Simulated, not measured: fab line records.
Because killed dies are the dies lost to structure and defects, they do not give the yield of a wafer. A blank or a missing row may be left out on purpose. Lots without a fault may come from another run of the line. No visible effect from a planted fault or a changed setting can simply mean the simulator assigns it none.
Which of the tools did it?    flow gf180mcu    12 lots with 36 wafers sampled at 2 steps, on a route of 602 steps

## WHAT THE GAUGES SHOWED, per wafer
GF_V5_THK_MEAS_01.
lot   measured      on             V5_CVD_00_THK (nm)
L749  day 27 10:59  film-metro-03  309 305 305
L750  day 28 00:54  film-metro-03  315 303 298
L753  day 28 23:26  film-metro-04  297 297 299
L755  day 29 05:59  film-metro-04  296 296 297
L756  day 29 14:10  film-metro-03  304 299 298
L762  day 31 08:29  film-metro-03  307 310 303
L765  day 32 03:53  film-metro-03  304 305 305
L766  day 32 12:05  film-metro-04  306 303 303
L768  day 32 19:38  film-metro-04  305 302 306
L767  day 32 21:31  film-metro-03  303 304 301
L769  day 33 02:31  film-metro-04  304 302 304
L770  day 33 11:50  film-metro-04  296 294 300

## WHICH TOOL RAN EACH LOT (tool, then ch and the chambers of the sampled wafers, then the start)
lot   GF_MIM_STRIP_20
L749  plasma-asher-04 ch 0,1, day 26 13:24
L750  plasma-asher-01 ch 0,1, day 27 02:47
L753  plasma-asher-01 ch 0,1, day 28 02:33
L755  plasma-asher-01 ch 0,1, day 28 09:05
L756  plasma-asher-01 ch 0,1, day 28 17:13
L762  plasma-asher-04 ch 0,1, day 30 13:13
L765  plasma-asher-03 ch 0,1, day 31 09:25
L766  plasma-asher-01 ch 0,1, day 31 17:24
L768  plasma-asher-04 ch 0,1, day 32 01:41
L767  plasma-asher-04 ch 0,1, day 32 03:54
L769  plasma-asher-04 ch 0,1, day 32 08:53
L770  plasma-asher-04 ch 0,1, day 32 19:05
- GF_MIM_STRIP_20: strips in O2/N2.

## AS READ BY THE TOOLS THEMSELVES (means over the sampled wafers that have a number; for cases with no such wafer, the mark the record gives instead)
GF_MIM_STRIP_20.
lot   tool             drypump-motor-current-A (A)  heater-power-w (W)  oes-product-au (a.u.)  strip-time-to-endpoint-s (s)
L749  plasma-asher-04  5.6                          347                 0.691                  11.23
L750  plasma-asher-01  5.7                          355                 0.690                  11.19
L753  plasma-asher-01  5.7                          361                 0.693                  11.25
L755  plasma-asher-01  5.6                          348                 0.698                  11.23
L756  plasma-asher-01  5.7                          344                 0.691                  11.24
L762  plasma-asher-04  5.6                          348                 0.697                  11.28
L765  plasma-asher-03  5.4                          315                 0.688                  11.18
L766  plasma-asher-01  5.7                          356                 0.690                  11.15
L768  plasma-asher-04  5.6                          347                 0.692                  11.17
L767  plasma-asher-04  5.6                          343                 0.689                  11.10
L769  plasma-asher-04  5.6                          349                 0.692                  11.23
L770  plasma-asher-04  5.9                          327                 0.687                  11.14

## THE ANSWER, worked out from the rows above alone
Rule: the usual values come from the lots themselves. Put in order of their means at a reading, lots are off if they are a third of the lots or fewer, leave a main group of 4 or more, and stand apart from it by a gap of 3 or more times the standard deviation of the main group's means; of several such gaps the widest counts. Not used: any main group whose means are identical at the precision the tables above print for the reading. Also off: a lot with no number at a reading for which 4 or more lots have one. Any other lot the step has rows for is counted as sound. The gauges are gone through in route order, then the tools' own readings, and for those a lot's mean is taken as printed above. The first step at which some lot is off is used, and at that step the reading that is off furthest; a lot without a number counts as furthest.
None of the lots is off at any reading shown; this tells nothing.

## WHAT THE SIMULATOR HAD INSERTED
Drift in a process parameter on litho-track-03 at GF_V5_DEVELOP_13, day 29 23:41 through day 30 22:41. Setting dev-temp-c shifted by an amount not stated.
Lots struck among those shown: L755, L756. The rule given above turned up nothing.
